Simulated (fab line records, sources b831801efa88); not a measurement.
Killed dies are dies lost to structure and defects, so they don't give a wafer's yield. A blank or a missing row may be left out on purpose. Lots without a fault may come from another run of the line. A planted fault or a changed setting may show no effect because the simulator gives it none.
Chamber matching | flow sky130 | SKY_VIA3_ETCH_15 on rie_diel-04: 4 sister chambers
The step etches SiO2 in C4F8/O2/Ar, stops on TiN, target depth 507 nm, time 78 s. 8 wafers are shown with their chamber, then 7 later ones without.

WAFERS WITH THEIR CHAMBER
wafer  | chamber | oes_product_au (a.u.) | bias_w (W)
L356.5 | 2       | 0.947                 | 1197
L359.1 | 2       | 0.951                 | 1200
L363.6 | 1       | 0.940                 | 1196
L364.2 | 1       | 0.942                 | 1199
L364.3 | 0       | 0.943                 | 1204
L364.6 | 3       | 0.944                 | 1201
L365.1 | 3       | 0.949                 | 1200
L365.2 | 0       | 0.947                 | 1196

WAFERS WITHOUT THEIR CHAMBER
wafer  | oes_product_au (a.u.) | bias_w (W)
L365.5 | 0.938                 | 1201
L367.3 | 0.942                 | 1206
L367.4 | 0.950                 | 1196
L367.6 | 0.941                 | 1197
L378.2 | 0.944                 | 1197
L378.5 | 0.948                 | 1196
L378.6 | 0.948                 | 1192

WHICH CHAMBER EACH WENT THROUGH
wafer  | from the rows above               | in truth
L365.5 | can't be placed: 1 or 0 or 3      | 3
L367.3 | can't be placed: 0 or 3 or 1 or 2 | 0
L367.4 | can't be placed: 2 or 3 or 0      | 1
L367.6 | can't be placed: 1 or 0           | 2
L378.2 | can't be placed: 0 or 1 or 3 or 2 | 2
L378.5 | can't be placed: 2 or 3 or 0 or 1 | 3
L378.6 | can't be placed: 2 or 3 or 0 or 1 | 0
Placed correctly: 0 of 7. Can't be placed from these rows: 7 (the true chamber is among the candidates in 5). Placed wrongly: 0.
How it was worked out, from the rows above alone: a wafer's distance from a chamber is the root of the sum, over the readings, of the square of ((its reading less the chamber's mean) divided by the reading's scatter). The wafer belongs to the nearest chamber; if the next one is less than 2 further off, it can't be placed. A chamber's mean is the mean of its shown wafers. The scatter: the root of (the sum of the squares of (reading less its chamber's mean) over the shown wafers, divided by (wafers less chambers)).
